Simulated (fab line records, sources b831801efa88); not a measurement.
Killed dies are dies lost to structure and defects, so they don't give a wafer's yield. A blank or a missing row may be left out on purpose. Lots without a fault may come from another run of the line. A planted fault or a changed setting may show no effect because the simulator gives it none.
Which tool did it? | flow gf180mcu | 13 lots, 39 wafers sampled, at 3 steps of a route of 602

WHAT THE GAUGES READ, wafer by wafer
GF_V5_BOW_MEAS_05.
lot  | measured     | on            | V5_BOW (um)
L202 | day 26 16:07 | film_metro-01 | 146 135 140
L204 | day 27 07:23 | film_metro-04 | 134 135 137
L205 | day 27 14:50 | film_metro-04 | 130 138 133
L211 | day 29 13:22 | film_metro-04 | 122 145 124
L213 | day 30 05:59 | film_metro-02 | 138 139 146
L214 | day 30 08:46 | film_metro-04 | 123 132 137
L218 | day 31 10:53 | film_metro-01 | 117 120 120
L219 | day 31 18:06 | film_metro-01 | 129 125 142
L220 | day 31 22:13 | film_metro-04 | 126 139 109
L221 | day 32 05:14 | film_metro-02 | 140 132 146
L222 | day 32 11:11 | film_metro-01 | 118 117 114
L223 | day 32 17:07 | film_metro-02 | 126 137 141
L224 | day 32 20:53 | film_metro-01 | 146 146 155

WHICH TOOL RAN EACH LOT (tool, then ch and the chambers of the sampled wafers, then the start)
lot  | GF_HV_LDD_STRIP_22                   | GF_M5_METAL_ETCH_10
L202 | plasma_asher-03 ch 0,1, day 11 03:13 | rie_metal-02 ch 0,1, day 26 14:54
L204 | plasma_asher-03 ch 0,1, day 11 16:28 | rie_metal-03 ch 0, day 27 06:08
L205 | plasma_asher-03 ch 0,1, day 12 00:13 | rie_metal-03 ch 1, day 27 13:11
L211 | plasma_asher-01 ch 0,1, day 13 21:00 | rie_metal-03 ch 0,1, day 29 12:07
L213 | plasma_asher-03 ch 0,1, day 14 16:40 | rie_metal-02 ch 0,1, day 30 04:41
L214 | plasma_asher-03 ch 0,1, day 14 17:52 | rie_metal-03 ch 1, day 30 07:09
L218 | plasma_asher-01 ch 0,1, day 16 03:59 | rie_metal-02 ch 0,1, day 31 09:38
L219 | plasma_asher-02 ch 0,1, day 16 11:50 | rie_metal-02 ch 0,1, day 31 16:53
L220 | plasma_asher-02 ch 0,1, day 16 17:01 | rie_metal-02 ch 0,1, day 31 20:55
L221 | plasma_asher-01 ch 0,1, day 17 04:10 | rie_metal-02 ch 0,1, day 32 03:47
L222 | plasma_asher-01 ch 0,1, day 17 09:49 | rie_metal-04 ch 0,1, day 32 09:59
L223 | plasma_asher-03 ch 0,1, day 17 18:31 | rie_metal-03 ch 0, day 32 15:53
L224 | plasma_asher-03 ch 0,1, day 18 00:10 | rie_metal-04 ch 0,1, day 32 19:38
- GF_HV_LDD_STRIP_22: strips in O2/N2.
- GF_M5_METAL_ETCH_10: etches the open film in Cl2/BCl3, stops on SiO2, target depth 627.5 nm, time 104.6 s.

WHAT THE TOOLS THEMSELVES READ (means of the sampled wafers that have a number; where no wafer has one, the mark that the record gives instead)
GF_HV_LDD_STRIP_22.
lot  | tool            | drypump_motor_current_A (A) | heater_power_w (W) | oes_product_au (a.u.) | strip_time_to_endpoint_s (s)
L202 | plasma_asher-03 | 5.59                        | 337                | 0.718                 | 12.64
L204 | plasma_asher-03 | 5.57                        | 331                | 0.714                 | 12.61
L205 | plasma_asher-03 | 5.51                        | 379                | 0.717                 | 12.63
L211 | plasma_asher-01 | 5.23                        | 357                | 0.715                 | 12.62
L213 | plasma_asher-03 | 5.51                        | 380                | 0.720                 | 12.65
L214 | plasma_asher-03 | 5.60                        | 326                | 0.719                 | 12.64
L218 | plasma_asher-01 | 5.23                        | 349                | 0.715                 | 12.63
L219 | plasma_asher-02 | 5.88                        | 360                | 0.714                 | 12.62
L220 | plasma_asher-02 | 5.87                        | 361                | 0.712                 | 12.70
L221 | plasma_asher-01 | 5.22                        | 355                | 0.716                 | 12.68
L222 | plasma_asher-01 | 5.32                        | 344                | 0.717                 | 12.64
L223 | plasma_asher-03 | 5.52                        | 376                | 0.718                 | 12.66
L224 | plasma_asher-03 | 5.58                        | 329                | 0.716                 | 12.65

GF_M5_METAL_ETCH_10.
lot  | tool         | drypump_motor_current_A (A) | oes_product_au (a.u.) | throttle_valve_pct (%)
L202 | rie_metal-02 | 6.2                         | 0.973                 | 28.249
L204 | rie_metal-03 | 4.8                         | 0.973                 | 28.245
L205 | rie_metal-03 | 5.2                         | 0.973                 | 28.250
L211 | rie_metal-03 | 5.0                         | 0.963                 | 28.253
L213 | rie_metal-02 | 6.2                         | 0.970                 | 28.248
L214 | rie_metal-03 | 5.2                         | 0.975                 | 28.249
L218 | rie_metal-02 | 6.2                         | 0.971                 | 28.242
L219 | rie_metal-02 | 6.2                         | 0.973                 | 28.259
L220 | rie_metal-02 | 6.0                         | 0.978                 | 28.247
L221 | rie_metal-02 | 6.2                         | 0.975                 | 28.244
L222 | rie_metal-04 | 6.4                         | 0.967                 | 28.255
L223 | rie_metal-03 | 4.8                         | 0.970                 | 28.253
L224 | rie_metal-04 | 6.4                         | 0.980                 | 28.239

THE ANSWER, worked out from the rows above alone
Rule: what is usual is taken from the lots themselves. Put in order of their means at a reading, lots are off if they are a third of the lots or fewer, leave a main group of 4 or more, and stand apart from it by a gap of 3 or more times the standard deviation of the main group's means; of several such gaps the widest counts. A main group whose means are all the same, to the digits that the tables above print for the reading, isn't used. A lot without any number at a reading at which 4 lots or more have one is off too. The other lots that the step has rows for count as sound. The gauges are gone through in route order, then the tools' own readings, and for those a lot's mean is taken as printed above. The first step at which some lot is off is used, and at that step the reading that is off furthest; a lot without a number counts as furthest.
No lot is off at any reading shown: from this, nothing can be told.

WHAT THE SIMULATOR HAD PUT IN
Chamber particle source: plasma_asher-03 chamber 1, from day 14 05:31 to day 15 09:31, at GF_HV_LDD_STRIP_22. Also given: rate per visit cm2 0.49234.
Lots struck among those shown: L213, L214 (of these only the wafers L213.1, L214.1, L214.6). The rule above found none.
